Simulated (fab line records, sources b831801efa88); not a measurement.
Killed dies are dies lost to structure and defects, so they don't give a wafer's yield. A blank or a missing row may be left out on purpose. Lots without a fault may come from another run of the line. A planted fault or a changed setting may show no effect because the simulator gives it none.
A struck lot beside a sound one | flow sky130 | 15 steps out of a route of 708
Sound: wafers L738.1, L738.2, L738.5. Struck: wafer L743.3. (L743.1, L743.5 of the same lot were not struck and are left out.) The cause comes at the end.
At each step with rows: each side's tool, then ch and its chambers, then its first start. Under that, the readings that differ: sound wafers | struck wafers | difference of the means | sigmas: that difference in standard deviations of wafers without a fault.
alike: readings whose means differ by less than 2 such deviations, and words and numbers that are the same on both sides. not compared: withheld readings, readings that some wafer has no value for, bounds like >300 that may hide the same value, and numbers for which the record gives no deviation and whose values overlap.
The two part at a step that has a row with sigmas, a row that says differs or no value, or rows on one side only. Numbers that don't overlap but have no deviation are shown without sigmas and don't part them. A reading that every wafer of one side lacks parts them only if that side has two wafers or more.

SKY_METAL2_THK_MEAS_06: measures by xrf.
  sound on film_metro-04, day 37 08:21; struck on film_metro-02, day 38 14:58
  alike: METAL2_ALCU_THK
then, 8 steps without rows for these wafers: SKY_METAL2_DEHYDRATE_07 (time 60 s); SKY_METAL2_HMDS_08 (prime time 60 s); SKY_METAL2_COAT_09 (resist thk 60 nm); SKY_METAL2_COAT_10 (resist thk 450 nm); SKY_METAL2_SOFTBAKE_11 (time 90 s); SKY_METAL2_EXPOSE_12 (exposes mask MM2, target cd 140 nm); SKY_METAL2_PEB_13; SKY_METAL2_DEVELOP_14 (develop time 60 s).
SKY_METAL2_CD_MEAS_15: target cd 140 nm.
  sound on cd_sem-02, day 38 10:48; struck on cd_sem-02, day 39 16:36
  alike: cd_nm
SKY_METAL2_OVL_MEAS_16:
  sound on overlay-02, day 38 10:55; struck on overlay-01, day 39 16:43
  alike: METAL2_OVL
SKY_METAL2_DESCUM_17: chemistry O2, time 8 s.
  sound on rie_metal-01 ch 0,1, day 38 10:58; struck on rie_metal-01 ch 1, day 39 16:46
  alike: drypump_motor_current_A, oes_product_au
  not compared: rf_hours_counter_h
SKY_METAL2_ETCH_18: etches BARC in N2/H2, stops on SiO2, time 45.9 s, target depth 60 nm.
  sound on rie_metal-01 ch 0,1, day 38 10:59; struck on rie_metal-01 ch 1, day 39 16:47
  alike: drypump_motor_current_A, n2_flow_sccm, oes_product_au, throttle_valve_pct
  not compared: rf_hours_counter_h, model.KrF-thick_of_METAL2_COAT_10.thk_nm
SKY_METAL2_METAL_ETCH_19: etches the open film in Cl2/BCl3, stops on SiO2, target depth 360 nm, time 78 s.
  sound on rie_metal-01 ch 0,1, day 38 11:03; struck on rie_metal-01 ch 1, day 39 16:51
  alike: drypump_motor_current_A, oes_product_au, throttle_valve_pct
  not compared: rf_hours_counter_h
-- the record jumps here: 10 days lie between the struck wafers' starts before and after (it left off in module METAL2 and takes up again in module PAD_OPEN, whose first step shown is number 708 of the route) --
SKY_PAD_OPEN_PROBE_99:
  the record has rows for the struck wafers here (prober-02, day 49 12:34) and none for the sound ones

WHERE THEY PART
Only at SKY_PAD_OPEN_PROBE_99, within this record.

WHY: what the simulator had put in
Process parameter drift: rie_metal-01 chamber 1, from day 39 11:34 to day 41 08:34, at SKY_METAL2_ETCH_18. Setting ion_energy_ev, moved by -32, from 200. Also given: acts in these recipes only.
